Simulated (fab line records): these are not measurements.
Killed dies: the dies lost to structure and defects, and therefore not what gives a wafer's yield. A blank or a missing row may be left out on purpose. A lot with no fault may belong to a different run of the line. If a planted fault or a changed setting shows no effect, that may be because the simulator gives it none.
Which tool is to blame?	flow gf180mcu	12 lots with 36 wafers sampled at 4 steps, on a route of 602 steps

WHAT THE GAUGES READ, wafer by wafer
GF_V1_THK_MEAS_03. Usual: for V1_CVD_02_THK the level is 846 nm and the standard deviation is 11.
lot	measured	on	V1_CVD_02_THK (nm)	flag
L819	day 17 17:22	film_metro-03	831 837 838	
L820	day 17 18:07	film_metro-04	833 841 854	
L821	day 18 01:56	film_metro-01	838 835 847	
L822	day 18 07:52	film_metro-01	848 843 854	
L823	day 18 14:37	film_metro-04	823 854 842	
L824	day 19 11:41	film_metro-01	824 857 841	
L825	day 19 22:22	film_metro-04	839 838 850	
L830	day 21 19:16	film_metro-01	838 837 846	
L833	day 22 11:16	film_metro-01	834 856 841	
L837	day 23 23:04	film_metro-03	819 834 843	
L838	day 24 06:32	film_metro-04	840 856 847	
L841	day 24 23:34	film_metro-03	843 852 865	

GF_V4_OVL_MEAS_15. Usual: for V4_OVL the level is 0 nm and the standard deviation is 6.
lot	measured	on	V4_OVL (nm)	flag
L819	day 25 00:50	overlay-01	-3 0 4	
L820	day 25 01:29	overlay-01	6 6 5	
L821	day 25 07:08	overlay-01	-9 -10 -8	
L822	day 25 12:36	overlay-01	0 2 5	
L823	day 25 18:00	overlay-01	-9 -6 -6	
L824	day 26 13:28	overlay-02	3 -4 0	
L825	day 26 23:32	overlay-01	11 6 11	
L830	day 28 10:53	overlay-01	2 -1 5	
L833	day 28 22:36	overlay-01	5 0 7	
L837	day 30 08:03	overlay-02	-2 -7 -2	
L838	day 30 13:11	overlay-02	2 4 -3	
L841	day 31 04:26	overlay-02	-6 -7 -3	

EACH LOT AND THE TOOL THAT RAN IT (in order: tool; ch and the chambers of the sampled wafers; start)
lot	GF_STI_WET_ETCH_26	GF_V3_SPUTTER_21
L819	wet_bench-03 ch 0, day 2 09:32	pvd_sputter-04, day 23 02:25
L820	wet_bench-04 ch 1, day 2 09:46	pvd_sputter-02, day 23 03:07
L821	wet_bench-02 ch 1, day 2 14:13	pvd_sputter-02, day 23 07:50
L822	wet_bench-02 ch 0, day 2 18:43	pvd_sputter-02, day 23 14:45
L823	wet_bench-02 ch 0, day 3 00:22	pvd_sputter-04, day 23 19:19
L824	wet_bench-04 ch 1, day 3 07:08	pvd_sputter-01, day 24 16:35
L825	wet_bench-04 ch 2, day 3 13:47	pvd_sputter-02, day 25 03:13
L830	wet_bench-04 ch 2, day 4 14:27	pvd_sputter-01, day 26 16:41
L833	wet_bench-04 ch 1, day 5 03:20	pvd_sputter-02, day 27 05:19
L837	wet_bench-02 ch 2, day 6 00:09	pvd_sputter-01, day 28 15:45
L838	wet_bench-03 ch 1, day 6 08:08	pvd_sputter-04, day 28 21:25
L841	wet_bench-03 ch 3, day 6 22:37	pvd_sputter-02, day 29 13:01
- GF_STI_WET_ETCH_26: etches SiO2 in dHF, target depth 94 nm, time 188 s.
- GF_V3_SPUTTER_21: material Ti, target thk 15 nm, time 80.02 s.

WHAT THE TOOLS THEMSELVES READ (means of the sampled wafers that have a number; where no wafer has one, the mark that the record gives instead)
GF_STI_WET_ETCH_26. Usual: 25.04 C for temp_c, sd 0.09.
lot	tool	temp_c (C)	flag
L819	wet_bench-03	25.04	
L820	wet_bench-04	24.97	
L821	wet_bench-02	25.07	
L822	wet_bench-02	24.94	
L823	wet_bench-02	25.05	
L824	wet_bench-04	24.95	
L825	wet_bench-04	25.09	
L830	wet_bench-04	25.80	OFF
L833	wet_bench-04	26.00	OFF
L837	wet_bench-02	24.95	
L838	wet_bench-03	25.08	
L841	wet_bench-03	25.05	

GF_V3_SPUTTER_21. Usual: substrate_temp_c 199.99 C, standard deviation 0.17; throttle_valve_pct 30.1 %, standard deviation 0.88.
lot	tool	substrate_temp_c (C)	throttle_valve_pct (%)	flag
L819	pvd_sputter-04	200.00	30.0	
L820	pvd_sputter-02	200.07	29.4	
L821	pvd_sputter-02	200.09	29.9	
L822	pvd_sputter-02	200.05	29.5	
L823	pvd_sputter-04	199.96	30.5	
L824	pvd_sputter-01	200.14	30.7	
L825	pvd_sputter-02	199.92	29.5	
L830	pvd_sputter-01	199.86	31.0	
L833	pvd_sputter-02	200.12	29.4	
L837	pvd_sputter-01	200.01	30.4	
L838	pvd_sputter-04	199.89	29.8	
L841	pvd_sputter-02	199.80	29.8	

THE ANSWER, worked out from the rows above alone
Rule: a lot is off if the mean of its wafers that have a number lies more than 3 standard deviations from the usual mean. A lot without any number at a reading at which 4 lots or more have one is off too. All remaining lots with rows at the step are treated as sound. The gauges are gone through in route order, then the tools' own readings, and for those a lot's mean is taken as printed above. At the first step where some lot is off, the reading lying furthest off is the one used; lots without a number count as furthest.
Off: L830, L833, at GF_STI_WET_ETCH_26 (temp_c).
If a tool, at that step or one of the process steps before it, ran each lot that is off and ran no sound lot following the first of them, it fits. One fits: GF_STI_WET_ETCH_26 on wet_bench-04. Its last sound lot is L825 (day 3 13:47), its first lot that is off L830 (day 4 14:27): a fault that began between those two fits.
On the lots that are off, the tool's own readings at GF_STI_WET_ETCH_26 differ by more than 5 times the standard deviation of the sound lots' means, which bears it out; temp_c reads 25.90 C there versus 25.02 C on the sound lots.

WHAT HAD BEEN PUT IN BY THE SIMULATOR
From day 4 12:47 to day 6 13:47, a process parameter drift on wet_bench-04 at GF_STI_WET_ETCH_26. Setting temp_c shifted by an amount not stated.
Lots struck among those shown: L830, L833. This agrees with what the rule above found.
